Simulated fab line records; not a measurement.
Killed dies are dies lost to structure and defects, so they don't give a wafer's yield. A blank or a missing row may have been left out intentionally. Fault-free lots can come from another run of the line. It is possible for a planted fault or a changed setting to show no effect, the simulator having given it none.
A single fault, viewed from 2 desks    flow sky130    each desk holds nothing but its own numbers, with what lay behind them at the end

## DESK OF THE TOOL OWNER: implanter-03
For each lot that ran on this tool, the mean over its sampled wafers that have a number, from the tool's own readings at SKY_LDD_N_IMPLANT_11. A lot is out of limits, marked OUT, if its mean lies more than 4 standard deviations from the usual mean; the brackets give that distance.
Columns: A = beam on s at SKY_LDD_N_IMPLANT_11, usual 10.00 s; B = dose ions cm2 at SKY_LDD_N_IMPLANT_11, usual 7.499e+13; C = faraday current uA at SKY_LDD_N_IMPLANT_11, usual 423
lot   first seen here  A      B                    C
L294  day 19 13:31     9.98   6.849e+13 (-74) OUT  387 (-4.7) OUT
L295  day 19 21:13     9.89   6.843e+13 (-75) OUT  391 (-4.2) OUT
L304  day 23 12:10     10.05  7.500e+13            419
This desk's finding: out of limits on L294, L295; first on L294, day 19 13:31 (dose ions cm2 at SKY_LDD_N_IMPLANT_11). Within limits: L304.

## METROLOGY DESK
Lot by lot, what the gauges showed, no matter which tool ran the lot: averages of those sampled wafers that carry a number. A lot is out of limits, marked OUT, if its mean lies more than 4 standard deviations from the usual mean; the brackets give that distance.
Columns: A = cd nm at SKY_POLY_GATE_CD_MEAS_22, usual 150.5 nm; B = LDD_N_OVL at SKY_LDD_N_OVL_MEAS_07, usual -0.1 nm
lot   first seen here  A      B
L290  day 16 13:41     148.4  0.6
L294  day 18 06:04     151.1  1.0
L295  day 18 14:14     152.4  0.8
L297  day 19 15:27     149.0  -1.6
L301  day 20 19:46     147.7  -0.6
L304  day 22 05:09     148.4  -0.8
This desk's verdict: no lot among the 6 shows anything out of limits.

## BROUGHT TOGETHER
The tool owner's desk had the chance to raise an alarm at day 19 13:31 on L294, L295.
Nothing out of limits was seen by the metrology desk.
The metrology desk has L294, L295 on record, within its limits.
On implanter-03, each named lot ran SKY_LDD_N_IMPLANT_11.

## WHAT THE SIMULATOR HAD INSERTED
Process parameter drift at SKY_LDD_N_IMPLANT_11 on implanter-03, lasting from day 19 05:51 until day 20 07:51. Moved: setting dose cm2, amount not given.
Shown lots that were struck: L294, L295.
How many hours passed from the start of the fault until each desk's first out-of-limits reading: the tool owner's desk, 8.
